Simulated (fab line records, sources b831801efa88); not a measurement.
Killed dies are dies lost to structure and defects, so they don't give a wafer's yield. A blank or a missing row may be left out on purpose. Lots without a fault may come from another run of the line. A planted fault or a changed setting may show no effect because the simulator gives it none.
A struck lot beside a sound one | flow sfq_line | 42 steps out of a route of 325
Sound: wafers L894.1, L894.2, L894.6. Struck: wafer L900.2. (L900.4 of the same lot was not struck and is left out.) The cause comes at the end.
At each step with rows: each side's tool, then ch and its chambers, then its first start. Under that, the readings that differ: sound wafers | struck wafers | difference of the means | sigmas: that difference in standard deviations of wafers without a fault.
alike: readings whose means differ by less than 2 such deviations, and words and numbers that are the same on both sides. not compared: withheld readings, readings that some wafer has no value for, bounds like >300 that may hide the same value, and numbers for which the record gives no deviation and whose values overlap.
The two part at a step that has a row with sigmas, a row that says differs or no value, or rows on one side only. Numbers that don't overlap but have no deviation are shown without sigmas and don't part them. A reading that every wafer of one side lacks parts them only if that side has two wafers or more.

first, 6 steps without rows for these wafers: SFQ_TRILAYER_M4_LITHO_COAT_098 (resist thk 62 nm); SFQ_TRILAYER_M4_LITHO_COAT_093 (resist thk 600 nm); SFQ_TRILAYER_M4_LITHO_SOFTBAKE_097; SFQ_TRILAYER_M4_LITHO_EXPOSE_094 (exposes mask M4, target cd 500 nm); SFQ_TRILAYER_M4_LITHO_PEB_096 (peb time 60 s); SFQ_TRILAYER_M4_LITHO_DEVELOP_095 (time 60 s).
SFQ_M4_OVL_MEAS_926:
  sound on overlay-01, day 35 16:55; struck on overlay-02, day 37 11:49
  alike: M4_OVL
then, 1 step without rows for these wafers: SFQ_TRILAYER_M4_BARC_OPEN_METAL_ETCH_123 (etches BARC in O2, target depth 125 nm, time 41.7 s).
SFQ_TRILAYER_M4_ETCH_METAL_ETCH_096: etches Nb in Cl2/Ar, stops on SiO2, target depth 240 nm, time 120 s.
  sound on rie_metal-02 ch 0,1, day 35 17:00; struck on rie_metal-02 ch 1, day 37 11:55
  alike: bias_w, drypump_motor_current_A, oes_product_au
  not compared: rf_hours_counter_h
then, 2 steps without rows for these wafers: SFQ_TRILAYER_M4_STRIP_STRIP_097 (strips in O2); SFQ_TRILAYER_M4_STRIP_SOLV_CLEAN_098 (cleans in NMP, time 600 s).
SFQ_TRILAYER_I4_DEP_PECVD_099: deposits SiO2 from SiH4/N2O, time 111.11 s, target thk 500 nm.
  sound on pecvd-01 ch 1,2, day 35 17:54; struck on pecvd-01 ch 0, day 37 12:49
  alike: heater_power_w, throttle_valve_pct
SFQ_TRILAYER_I4_CMP_CMP_100: polishes SiO2.
  sound on cmp-02 ch 0,2,3, day 37 18:05; struck on cmp-02 ch 3, day 39 09:35
  reading                                             | sound             | struck | difference | sigmas
  time_to_endpoint_s (s)                              | 207 212 221       | 246    | +33        | +3
  model.SiO2_of_TRILAYER_I4_DEP_PECVD_099.thk_nm (nm) | 199.6 200.3 200.9 | 150.7  | -49.6      |
  alike: motor_current_A
SFQ_I4_BOW_MEAS_927:
  sound on film_metro-04, day 37 20:35; struck on film_metro-02, day 39 12:36
  alike: I4_BOW
SFQ_TRILAYER_I4_METRO_MEASURE_101:
  sound on film_metro-04, day 37 20:42; struck on film_metro-02, day 39 12:54
  reading     | sound             | struck | difference | sigmas
  thk_nm (nm) | 199.6 200.3 200.9 | 150.7  | -49.6      | -35
then, 6 steps without rows for these wafers: SFQ_TRILAYER_I4_VIA_LITHO_COAT_108 (resist thk 62 nm); SFQ_TRILAYER_I4_VIA_LITHO_COAT_103 (resist thk 650 nm); SFQ_TRILAYER_I4_VIA_LITHO_SOFTBAKE_107; SFQ_TRILAYER_I4_VIA_LITHO_EXPOSE_104 (exposes mask I4, target cd 700 nm); SFQ_TRILAYER_I4_VIA_LITHO_PEB_106 (peb time 60 s); SFQ_TRILAYER_I4_VIA_LITHO_DEVELOP_105 (time 60 s).
-- the record jumps here: 5 days lie between the struck wafers' starts before and after --
SFQ_I4_OVL_MEAS_928:
  sound on overlay-02, day 41 17:04; struck on overlay-01, day 44 10:33
  alike: I4_OVL
then, 1 step without rows for these wafers: SFQ_TRILAYER_I4_VIA_BARC_OPEN_VIA_ETCH_146 (etches BARC in O2, target depth 125 nm, time 41.7 s).
SFQ_TRILAYER_I4_VIA_ETCH_VIA_ETCH_106: etches SiO2 in CHF3, stops on Nb, target depth 260 nm.
  sound on rie_diel-01 ch 0,1,2, day 41 17:09; struck on rie_diel-04 ch 0, day 44 10:37
  reading                        | sound             | struck | difference | sigmas
  oes_product_au (a.u.)          | 0.850 0.858 0.855 | 0.736  | -0.118     | -22
  model.I4.feature_depth_nm (nm) | 199.6 200.3 200.9 | 150.7  | -49.6      |
  model.etch.depth_nm (nm)       | 199.6 200.3 200.9 | 150.7  | -49.6      |
  alike: bias_w, drypump_motor_current_A
then, 6 steps without rows for these wafers: SFQ_TRILAYER_I4_VIA_STRIP_STRIP_107 (strips in O2); SFQ_TRILAYER_I4_VIA_STRIP_SOLV_CLEAN_108 (cleans in NMP, time 600 s); SFQ_TRILAYER_JJ_TRILAYER_DEP_PRE_CLEAN_113 (time 22.5 s); SFQ_TRILAYER_JJ_TRILAYER_DEP_SPUTTER_109 (material Nb, target thk 150 nm, time 100 s); SFQ_TRILAYER_JJ_TRILAYER_DEP_SPUTTER_110 (material Al, target thk 8 nm, time 10 s); SFQ_TRILAYER_JJ_TRILAYER_DEP_AL_OXIDATION_111 (oxidation time 600 s).
SFQ_TRILAYER_JJ_TRILAYER_DEP_SPUTTER_112: material Nb, target thk 170 nm, time 113.3 s.
  sound on pvd_sputter-04, day 41 19:20; struck on pvd_sputter-03, day 44 13:01
  alike: throttle_valve_pct
SFQ_JJ_RS_MEAS_929: measures by four-point-probe.
  sound on film_metro-03, day 41 19:33; struck on film_metro-01, day 44 13:07
  reading           | sound             | struck | difference | sigmas
  JJ_NB_RS (ohm/sq) | 1.038 1.063 1.057 | 1.091  | +0.038     | +3
then, 6 steps without rows for these wafers: SFQ_TRILAYER_JJ_CE_LITHO_COAT_119 (resist thk 62 nm); SFQ_TRILAYER_JJ_CE_LITHO_COAT_114 (resist thk 600 nm); SFQ_TRILAYER_JJ_CE_LITHO_SOFTBAKE_118; SFQ_TRILAYER_JJ_CE_LITHO_EXPOSE_115 (exposes mask J5, target cd 700 nm); SFQ_TRILAYER_JJ_CE_LITHO_PEB_117 (peb time 60 s); SFQ_TRILAYER_JJ_CE_LITHO_DEVELOP_116 (time 60 s).
SFQ_JJ_OVL_MEAS_931:
  sound on overlay-02, day 43 05:37; struck on overlay-02, day 45 15:15
  alike: J5_OVL
SFQ_TRILAYER_JJ_CE_METRO_MEASURE_117:
  sound on cd_sem-01, day 43 05:39; struck on cd_sem-01, day 45 15:29
  alike: cd_nm
SFQ_TRILAYER_JJ_CE_BARC_OPEN_RIE_150: chemistry O2, target BARC, target depth 240 nm, time 80 s.
  sound on rie_metal-03 ch 0,1, day 43 06:51; struck on rie_metal-04 ch 0, day 45 16:29
  alike: bias_w, drypump_motor_current_A, oes_product_au
  not compared: rf_hours_counter_h
-- the record jumps here: 4 days lie between the struck wafers' starts before and after --
SFQ_TRILAYER_M5_ETCH_METAL_ETCH_126: etches Nb in Cl2/BCl3, stops on SiO2, time 203.2 s, target depth 265 nm.
  sound on rie_metal-01 ch 0,1, day 48 01:35; struck on rie_metal-01 ch 1, day 50 01:41
  reading                                             | sound             | struck | difference | sigmas
  oes_product_au (a.u.)                               | 0.735 0.742 0.736 | 0.719  | -0.019     | -3
  model.SiO2_of_TRILAYER_I4_DEP_PECVD_099.thk_nm (nm) | 180 180.9 181.4   | 131    | -50        |
  alike: bias_w, drypump_motor_current_A
  not compared: rf_hours_counter_h

WHERE THEY PART
First at SFQ_TRILAYER_I4_CMP_CMP_100; last, within this record, at SFQ_TRILAYER_M5_ETCH_METAL_ETCH_126.

WHY: what the simulator had put in
Process parameter drift: cmp-02, from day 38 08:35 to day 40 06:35, at SFQ_TRILAYER_I4_CMP_CMP_100. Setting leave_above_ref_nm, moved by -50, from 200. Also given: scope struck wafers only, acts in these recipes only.
